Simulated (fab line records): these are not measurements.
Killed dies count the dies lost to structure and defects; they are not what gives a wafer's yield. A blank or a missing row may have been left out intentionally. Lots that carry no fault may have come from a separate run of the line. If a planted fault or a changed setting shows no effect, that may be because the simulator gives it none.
One fault through the eyes of 2 desks || flow gf180mcu || what lay behind the numbers comes last; until then each desk has only its own

AT THE TOOL OWNER'S DESK: rieDiel-03
The tool's own readings at GF_STI_ETCH_13 (etches the open film in CHF3/O2, stops on Si, target depth 282.31 nm, time 112.9 s): means of the sampled wafers that have a number, for each lot that ran on this tool. Any lot whose mean is over 4 standard deviations away from the usual mean is out of limits and marked OUT; that distance is given in the brackets.
Columns: A = drypumpMotorCurrentA at GF_STI_ETCH_13, usual 5.5 A; B = oesProductAu at GF_STI_ETCH_13, usual 0.833 a.u.; C = runLengthS at GF_STI_ETCH_13, usual 141.4 s; D = throttleValvePct at GF_STI_ETCH_13, usual 8.810 %
{"lot": "L981", "first seen here": "day 2 07:53", "A": 5.6, "B": 0.832, "C": 141.3, "D": 8.810}
{"lot": "L987", "first seen here": "day 3 13:10", "A": 5.3, "B": 0.833, "C": 140.9, "D": 8.817}
{"lot": "L993", "first seen here": "day 4 20:17", "A": 5.7, "B": "0.902 (+11) OUT", "C": "131.9 (-19) OUT", "D": 8.838}
{"lot": "L995", "first seen here": "day 5 06:56", "A": 5.6, "B": "0.908 (+12) OUT", "C": "132.1 (-19) OUT", "D": 8.828}
This desk's verdict: out of limits on L993, L995, starting with L993 at day 4 20:17 (oesProductAu at GF_STI_ETCH_13). Within limits: L981, L987.

METROLOGY DESK
Lot by lot, what the gauges showed, no matter which tool ran the lot: averages of those sampled wafers that carry a number. Any lot whose mean is over 4 standard deviations away from the usual mean is out of limits and marked OUT; that distance is given in the brackets.
Columns: A = LVPWELL_RS at GF_VT_IMPLANT_RS_MEAS_48, usual 1198.3 ohm/sq; B = CONTACT_BOW at GF_CONTACT_BOW_MEAS_05, usual 67 um
{"lot": "L980", "first seen here": "day 7 14:49", "A": 1197.7, "B": 60}
{"lot": "L981", "first seen here": "day 7 20:20", "A": 1200.9, "B": 59}
{"lot": "L982", "first seen here": "day 8 03:34", "A": 1195.7, "B": 71}
{"lot": "L983", "first seen here": "day 8 10:56", "A": 1193.5, "B": 69}
{"lot": "L984", "first seen here": "day 8 15:35", "A": 1200.6, "B": 69}
{"lot": "L987", "first seen here": "day 9 11:31", "A": 1197.4, "B": 61}
{"lot": "L993", "first seen here": "day 11 01:35", "A": 1196.3, "B": 66}
{"lot": "L995", "first seen here": "day 11 16:40", "A": 1194.9, "B": 64}
{"lot": "L996", "first seen here": "day 12 05:03", "A": 1199.7, "B": 62}
{"lot": "L998", "first seen here": "day 13 08:11", "A": 1200.3, "B": 68}
{"lot": "L100", "first seen here": "day 13 11:29", "A": 1200.2, "B": 74}
{"lot": "L101", "first seen here": "day 13 15:26", "A": 1199.2, "B": 72}
This desk found nothing out of limits on any of the 12 lots.

ALL TOGETHER
An alarm could have come from the tool owner's desk at day 4 20:17, on L993, L995.
Nothing out of limits was seen by the metrology desk.
The metrology desk holds a record of L993, L995, inside its limits.
Every lot named ran GF_STI_ETCH_13 on rieDiel-03.

WHAT WAS PUT IN BY THE SIMULATOR
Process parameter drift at GF_STI_ETCH_13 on rieDiel-03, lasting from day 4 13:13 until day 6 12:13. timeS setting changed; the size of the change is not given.
Lots struck among those shown: L993, L995.
How many hours passed from the start of the fault until each desk's first out-of-limits reading: the tool owner's desk, 7.
